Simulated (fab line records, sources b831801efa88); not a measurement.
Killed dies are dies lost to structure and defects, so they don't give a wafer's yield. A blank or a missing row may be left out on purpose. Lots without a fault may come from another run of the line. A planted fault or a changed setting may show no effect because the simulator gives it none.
Which tool did it? | flow sky130 | 6 lots, 18 wafers sampled, at 1 step of a route of 708

WHAT THE GAUGES READ, wafer by wafer
SKY_GATE_OXIDE_THK_MEAS_02.
lot  | measured     | on            | GATE_OXIDE_OXIDATION_00_THK (nm)
L645 | day 13 18:00 | film_metro-04 | 10.02 9.92 9.92
L647 | day 14 10:46 | film_metro-03 | 10.09 10.01 10.16
L649 | day 14 19:01 | film_metro-04 | 10.18 10.35 10.38
L651 | day 15 15:45 | film_metro-03 | 10.30 10.47 10.33
L662 | day 19 22:37 | film_metro-01 | 10.08 10.14 10.10
L664 | day 20 10:32 | film_metro-04 | 10.06 10.38 10.35

WHICH TOOL RAN EACH LOT (tool, then ch and the chambers of the sampled wafers, then the start)
The record holds no process step before these readings.

THE ANSWER, worked out from the rows above alone
Rule: what is usual is taken from the lots themselves. Put in order of their means at a reading, lots are off if they are a third of the lots or fewer, leave a main group of 4 or more, and stand apart from it by a gap of 3 or more times the standard deviation of the main group's means; of several such gaps the widest counts. A main group whose means are all the same, to the digits that the tables above print for the reading, isn't used. A lot without any number at a reading at which 4 lots or more have one is off too. The other lots that the step has rows for count as sound.
No lot is off at any reading shown: from this, nothing can be told.

WHAT THE SIMULATOR HAD PUT IN
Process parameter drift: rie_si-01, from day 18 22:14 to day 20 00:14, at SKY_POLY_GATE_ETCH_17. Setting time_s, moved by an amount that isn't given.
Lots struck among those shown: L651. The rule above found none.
